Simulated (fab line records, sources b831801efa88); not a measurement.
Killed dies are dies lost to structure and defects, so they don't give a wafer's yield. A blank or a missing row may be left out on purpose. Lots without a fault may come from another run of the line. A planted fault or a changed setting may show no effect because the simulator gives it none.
A struck lot beside a sound one | flow sky130 | 25 steps out of a route of 708
Sound: wafers L719.1, L719.3, L719.5. Struck: wafer L727.4. (L727.1, L727.6 of the same lot were not struck and are left out.) The cause comes at the end.
At each step with rows: each side's tool, then ch and its chambers, then its first start. Under that, the readings that differ: sound wafers | struck wafers | difference of the means | sigmas: that difference in standard deviations of wafers without a fault.
alike: readings whose means differ by less than 2 such deviations, and words and numbers that are the same on both sides. not compared: withheld readings, readings that some wafer has no value for, bounds like >300 that may hide the same value, and numbers for which the record gives no deviation and whose values overlap.
The two part at a step that has a row with sigmas, a row that says differs or no value, or rows on one side only. Numbers that don't overlap but have no deviation are shown without sigmas and don't part them. A reading that every wafer of one side lacks parts them only if that side has two wafers or more.

first, 3 steps without rows for these wafers: SKY_CAPM_EXPOSE_09 (exposes mask CAPM, target cd 1000 nm); SKY_CAPM_PEB_10; SKY_CAPM_DEVELOP_11 (develop time 60 s).
SKY_CAPM_OVL_MEAS_12:
  sound on overlay-01, day 39 19:52; struck on overlay-02, day 42 04:16
  alike: CAPM_OVL
SKY_CAPM_METAL_ETCH_13: etches TiN in Cl2/BCl3, stops on SiO2, target depth 220 nm, time 62.9 s.
  sound on rie_metal-01 ch 1, day 39 19:54; struck on rie_metal-02 ch 1, day 42 04:19
  alike: bcl3_flow_sccm, drypump_motor_current_A, he_backside_leak_sccm, oes_product_au, throttle_valve_pct
  not compared: rf_hours_counter_h
SKY_CAPM_STRIP_14: strips in O2/N2.
  sound on plasma_asher-01 ch 0, day 39 19:59; struck on plasma_asher-01 ch 0, day 42 04:23
  alike: drypump_motor_current_A, oes_product_au, strip_time_to_endpoint_s
  not compared: rf_hours_counter_h
then, 6 steps without rows for these wafers: SKY_CAPM_STRIP_15 (strips in post etch residue remover, time 1200 s); SKY_CAPM_CLEAN_16 (cleans in IPA, time 180 s); SKY_CAPM_CLEAN_17 (cleans in O3/DIW); SKY_METAL3_DEHYDRATE_05 (time 60 s); SKY_METAL3_HMDS_06 (prime time 60 s); SKY_METAL3_COAT_07 (resist thk 60 nm).
SKY_METAL3_COAT_08: resist thk 1140 nm.
  sound on litho_track-03 ch 0, day 40 08:00; struck on litho_track-03 ch 0, day 42 17:00
  reading                                       | sound          | struck | difference | sigmas
  model.KrF-thick_of_METAL3_COAT_08.thk_nm (nm) | 1143 1138 1142 | 1164   | +23        |
then, 4 steps without rows for these wafers: SKY_METAL3_SOFTBAKE_09 (time 90 s); SKY_METAL3_EXPOSE_10 (exposes mask MM3, target cd 300 nm); SKY_METAL3_PEB_11; SKY_METAL3_DEVELOP_12 (develop time 60 s).
SKY_METAL3_CD_MEAS_13: target cd 300 nm.
  sound on cd_sem-02, day 40 21:13; struck on cd_sem-01, day 43 05:28
  reading    | sound             | struck | difference | sigmas
  cd_nm (nm) | 298.9 299.0 299.6 | 301.7  | +2.5       | +2
SKY_METAL3_OVL_MEAS_14:
  sound on overlay-01, day 40 21:20; struck on overlay-01, day 43 05:35
  alike: METAL3_OVL
SKY_METAL3_DESCUM_15: chemistry O2, time 8 s.
  sound on rie_metal-02 ch 0,1, day 40 21:22; struck on rie_metal-02 ch 0, day 43 05:37
  alike: drypump_motor_current_A, he_backside_leak_sccm, oes_product_au
  not compared: rf_hours_counter_h
SKY_METAL3_ETCH_16: etches BARC in N2/H2, stops on SiO2, time 88.2 s, target depth 60 nm.
  sound on rie_metal-02 ch 0,1, day 40 21:24; struck on rie_metal-02 ch 0, day 43 05:39
  alike: drypump_motor_current_A, he_backside_leak_sccm, oes_product_au, throttle_valve_pct
  not compared: rf_hours_counter_h
SKY_METAL3_ETCH_17: etches SiO2 in C4F8/O2/Ar, stops on TiN, time 3.9 s, target depth 15 nm.
  sound on rie_diel-04 ch 1,3, day 40 21:30; struck on rie_diel-03 ch 1, day 43 05:45
  alike: oes_product_au
  not compared: rf_hours_counter_h
SKY_METAL3_METAL_ETCH_18: etches the open film in Cl2/BCl3, stops on SiO2, target depth 845 nm, time 183.1 s.
  sound on rie_metal-03 ch 0,1, day 40 21:31; struck on rie_metal-03 ch 1, day 43 05:46
  reading                                       | sound             | struck | difference | sigmas
  bcl3_flow_sccm (sccm)                         | 29.83 30.04 29.95 | 30.16  | +0.22      | +2
  model.KrF-thick_of_METAL3_COAT_08.thk_nm (nm) | 540.5 530.7 530.7 | 560.8  | +26.8      |
  alike: drypump_motor_current_A, he_backside_leak_sccm, oes_product_au, throttle_valve_pct
  not compared: rf_hours_counter_h
SKY_METAL3_STRIP_19: strips in O2/N2.
  sound on plasma_asher-03 ch 0,1, day 40 21:41; struck on plasma_asher-02 ch 0, day 43 05:56
  reading                      | sound             | struck | difference | sigmas
  oes_product_au (a.u.)        | 0.511 0.500 0.505 | 0.521  | +0.016     | +3
  strip_time_to_endpoint_s (s) | 6.67 6.56 6.56    | 6.88   | +0.28      | +3
  alike: drypump_motor_current_A
  not compared: rf_hours_counter_h
then, 1 step without rows for these wafers: SKY_METAL3_STRIP_20 (strips in post etch residue remover, time 1200 s).

WHERE THEY PART
First at SKY_METAL3_CD_MEAS_13; last, within this record, at SKY_METAL3_STRIP_19.

WHY: what the simulator had put in
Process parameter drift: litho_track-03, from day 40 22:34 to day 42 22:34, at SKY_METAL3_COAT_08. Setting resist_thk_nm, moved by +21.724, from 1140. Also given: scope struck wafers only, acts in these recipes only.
